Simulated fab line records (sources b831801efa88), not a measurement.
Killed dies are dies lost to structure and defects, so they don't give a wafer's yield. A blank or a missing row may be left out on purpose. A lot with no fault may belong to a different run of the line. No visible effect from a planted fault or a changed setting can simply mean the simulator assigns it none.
Which of the tools did it? ; flow sky130 ; 12 lots, 36 wafers sampled, at 5 steps of a route of 708

WHAT THE GAUGES SHOWED, per wafer
SKY_PWDE_OVL_MEAS_07. Usual: for PWDE_OVL the level is 0.8 nm and the standard deviation is 1.3.
lot;measured;on;PWDE_OVL (nm);flag
L983;day 4 03:03;overlay-02;0.6 0.8 1.2;
L989;day 5 13:09;overlay-01;1.7 0.6 0.4;
L990;day 5 19:18;overlay-02;-0.4 -2.0 -0.9;
L991;day 6 01:56;overlay-02;-0.4 2.5 0.8;
L992;day 6 02:16;overlay-01;0.3 1.1 2.6;
L998;day 7 19:05;overlay-02;- - -;OFF
L999;day 8 00:38;overlay-02;- - -;OFF
L100;day 8 01:08;overlay-02;- - -;OFF
L102;day 8 12:28;overlay-02;1.8 0.8 1.9;
L103;day 8 17:30;overlay-01;0.9 0.3 1.0;
L104;day 8 23:50;overlay-01;2.4 1.2 2.5;
L105;day 9 07:39;overlay-01;1.6 1.4 -1.0;

SKY_NWELL_TW_MEAS_26. Usual: for NWELL_2_TW the level is 496 and the standard deviation is 5.6.
lot;measured;on;NWELL_2_TW;flag
L983;day 5 14:14;film-metro-04;499 497 497;
L989;day 7 01:49;film-metro-04;501 501 503;
L990;day 7 08:40;film-metro-01;485 487 486;
L991;day 7 17:46;film-metro-04;503 500 502;
L992;day 7 18:01;film-metro-04;504 505 503;
L998;day 9 13:41;film-metro-03;548 550 546 549 548 548;OFF
L999;day 9 20:05;film-metro-03;549 547 549 547 550 551;OFF
L100;day 9 21:01;film-metro-04;558 553 559 554 558 559;OFF
L102;day 10 09:41;film-metro-03;493 498 495;
L103;day 10 14:38;film-metro-03;494 493 493;
L104;day 10 21:56;film-metro-01;485 486 485;
L105;day 11 05:47;film-metro-03;498 492 494;

SKY_CONTACT_OVL_MEAS_15. Usual: for CONTACT_OVL the level is -2 nm and the standard deviation is 5.5.
lot;measured;on;CONTACT_OVL (nm);flag
L983;day 31 18:40;overlay-02;-7 -8 -10;
L989;day 34 02:43;overlay-01;-11 -11 -4;
L990;day 34 07:52;overlay-01;0 -5 -8;
L991;day 35 00:16;overlay-01;-2 -2 -6;
L992;day 34 23:32;overlay-02;-12 -12 -12;
L998;day 37 09:37;overlay-02;1 5 6;
L999;day 37 13:25;overlay-02;-4 1 -3;
L100;day 37 15:12;overlay-02;-2 -8 -7;
L102;day 38 00:04;overlay-02;0 -3 1;
L103;day 38 04:00;overlay-01;-3 2 -8;
L104;day 38 15:18;overlay-01;-7 -6 -2;
L105;day 38 21:40;overlay-01;7 4 5;

SKY_CONTACT_RS_MEAS_25: uses a four-point probe to measure. Usual: for CONTACT_W_RS the level is 0.3401 ohm/sq and the standard deviation is 0.003.
lot;measured;on;CONTACT_W_RS (ohm/sq);flag
L983;day 31 19:37;film-metro-02;0.3393 0.3397 0.3459;
L989;day 34 03:40;film-metro-03;0.3387 0.3370 0.3424;
L990;day 34 08:53;film-metro-02;0.3454 0.3403 0.3449;
L991;day 35 01:14;film-metro-03;0.3373 0.3359 0.3388;
L992;day 35 00:31;film-metro-03;0.3359 0.3337 0.3382;
L998;day 37 10:53;film-metro-02;0.3461 0.3427 0.3428;
L999;day 37 14:42;film-metro-02;0.3397 0.3418 0.3401;
L100;day 37 16:13;film-metro-02;0.3434 0.3401 0.3448;
L102;day 38 01:02;film-metro-03;0.3432 0.3426 0.3417;
L103;day 38 04:57;film-metro-03;0.3397 0.3373 0.3409;
L104;day 38 16:35;film-metro-03;0.3420 0.3430 0.3413;
L105;day 38 22:38;film-metro-01;0.3421 0.3390 0.3412;

EACH LOT AND THE TOOL THAT RAN IT (in order: tool; ch and the chambers of the sampled wafers; start)
lot;SKY_PWDE_COAT_02
L983;litho-track-01 ch 0, day 3 18:22
L989;litho-track-01 ch 0, day 5 03:40
L990;litho-track-01 ch 0, day 5 10:57
L991;litho-track-02 ch 0, day 5 16:59
L992;litho-track-02 ch 0, day 5 17:43
L998;litho-track-04, day 7 09:20
L999;litho-track-02, day 7 14:02
L100;litho-track-02, day 7 14:41
L102;litho-track-04 ch 0, day 8 01:31
L103;litho-track-01 ch 0, day 8 07:25
L104;litho-track-01 ch 0, day 8 12:24
L105;litho-track-04 ch 0, day 8 20:26
- SKY_PWDE_COAT_02: resist thk 3000 nm.

WHAT THE TOOLS THEMSELVES READ (means of the sampled wafers that have a number; where no wafer has one, the mark that the record gives instead)
SKY_PWDE_COAT_02. Usual: chill-plate-temp-C 22.98 C, standard deviation 0.099; dispense-pressure-kPa 50.8 kPa, standard deviation 2.1.
lot;tool;chill-plate-temp-C (C);dispense-pressure-kPa (kPa);flag
L983;litho-track-01;23.05;52.9;
L989;litho-track-01;22.98;52.9;
L990;litho-track-01;23.12;52.9;
L991;litho-track-02;22.90;48.5;
L992;litho-track-02;23.06;48.5;
L998;litho-track-04;-;-;OFF
L999;litho-track-02;-;-;OFF
L100;litho-track-02;-;-;OFF
L102;litho-track-04;23.06;48.8;
L103;litho-track-01;23.05;52.9;
L104;litho-track-01;22.97;52.9;
L105;litho-track-04;22.90;48.8;

THE ANSWER, worked out from the rows above alone
Rule: lot off if the mean of its wafers having a number is beyond 3 standard deviations from the usual mean. A lot without any number at a reading at which 4 lots or more have one is off too. Where the step has rows for the other lots, those lots are counted as sound. Order of review: gauges by route order, followed by the tools' own readings, for which a lot's mean as printed above is used. The first step at which some lot is off is used, and at that step the reading that is off furthest; a lot without a number counts as furthest.
Off: L998, L999, L100, seen at SKY_PWDE_OVL_MEAS_07 (PWDE_OVL). Without a number there: L998, L999, L100.
If a tool, at a process step before that reading, ran all the lots that are off and no sound lot after the first of them, it fits. The gauges at SKY_PWDE_OVL_MEAS_07 aren't tried: what is off there is off at SKY_NWELL_TW_MEAS_26 too, on other tools, and a gauge's error can't cause that. No candidate that was tried fits.

WHAT THE SIMULATOR PUT IN
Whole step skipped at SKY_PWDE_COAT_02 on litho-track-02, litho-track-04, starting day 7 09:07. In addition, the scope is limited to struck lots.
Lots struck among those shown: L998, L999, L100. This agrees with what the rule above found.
